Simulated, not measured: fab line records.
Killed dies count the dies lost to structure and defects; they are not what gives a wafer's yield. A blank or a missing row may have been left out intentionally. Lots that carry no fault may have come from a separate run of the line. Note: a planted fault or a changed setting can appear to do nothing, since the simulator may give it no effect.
Which tool is to blame?    flow gf180mcu    18 wafers from 6 lots sampled at 4 of the route's 602 steps

## WHAT THE GAUGES SHOWED, per wafer
GF_M2_CD_MEAS_14: the cd target is 280 nm.
lot   measured      on        cdNm (nm)
L548  day 19 15:26  cdSem-01  281.7 281.8 282.6
L551  day 20 22:05  cdSem-02  280.7 281.2 280.2
L554  day 22 00:47  cdSem-02  279.4 278.3 279.4
L564  day 25 10:31  cdSem-01  266.6 266.8 265.9
L567  day 26 10:18  cdSem-02  276.9 279.0 278.1
L569  day 26 21:31  cdSem-02  280.8 279.8 281.0

## EACH LOT AND THE TOOL THAT RAN IT (in order: tool; ch and the chambers of the sampled wafers; start)
lot   GF_V1_STRIP_18                       GF_V1_CMP_26                   GF_M2_EXPOSE_11
L548  plasmaAsher-01 ch 0,1, day 18 13:07  cmp-02 ch 0,1,3, day 18 14:03  krfScanner-01 ch 0, day 19 03:01
L551  plasmaAsher-01 ch 0,1, day 19 20:34  cmp-01 ch 1,2,3, day 19 21:32  krfScanner-02 ch 0, day 20 10:01
L554  plasmaAsher-01 ch 0,1, day 20 23:26  cmp-02 ch 1,2, day 21 00:23    krfScanner-02 ch 0, day 21 12:44
L564  plasmaAsher-01 ch 1, day 24 11:34    cmp-01 ch 0,1,3, day 24 12:32  krfScanner-02 ch 0, day 25 00:05
L567  plasmaAsher-04 ch 0,1, day 25 11:58  cmp-01 ch 1,2,3, day 25 12:55  krfScanner-01 ch 0, day 26 00:10
L569  plasmaAsher-02 ch 0,1, day 25 23:54  cmp-02 ch 0,2,3, day 26 00:54  krfScanner-01 ch 0, day 26 11:40
- GF_V1_STRIP_18: strips in O2/N2.
- GF_V1_CMP_26: polishes, stops on SiO2, t overpolish 15 s, target thk 0 nm.
- GF_M2_EXPOSE_11: exposes mask Metal2, target cd 280 nm.

## THE ANSWER, worked out from the rows above alone
Rule: the usual values come from the lots themselves. The widest of any qualifying gaps counts: lots, ordered by their means at a reading, are off when they make up no more than a third of the lots, leave a main group of 4 or more, and stand apart from it by 3 or more times the standard deviation of that group's means. The tables above print the reading to a certain number of digits; a main group whose means all agree to those digits is not used. A lot without any number at a reading at which 4 lots or more have one is off too. Where the step has rows for the other lots, those lots are counted as sound.
Off, at GF_M2_CD_MEAS_14 on cdNm: L564. For the main group the mean is 280.1 nm and the standard deviation 1.4.
A tool fits if, at a process step before that reading, it ran every lot that is off, and no sound lot after the first of them. Those tools and the gauges at GF_M2_CD_MEAS_14 are tried in the same way. Can't be told from this: 3 tools fit, plasmaAsher-01 at GF_V1_STRIP_18, krfScanner-02 at GF_M2_EXPOSE_11, cdSem-01 at GF_M2_CD_MEAS_14.

## WHAT THE SIMULATOR HAD PUT IN
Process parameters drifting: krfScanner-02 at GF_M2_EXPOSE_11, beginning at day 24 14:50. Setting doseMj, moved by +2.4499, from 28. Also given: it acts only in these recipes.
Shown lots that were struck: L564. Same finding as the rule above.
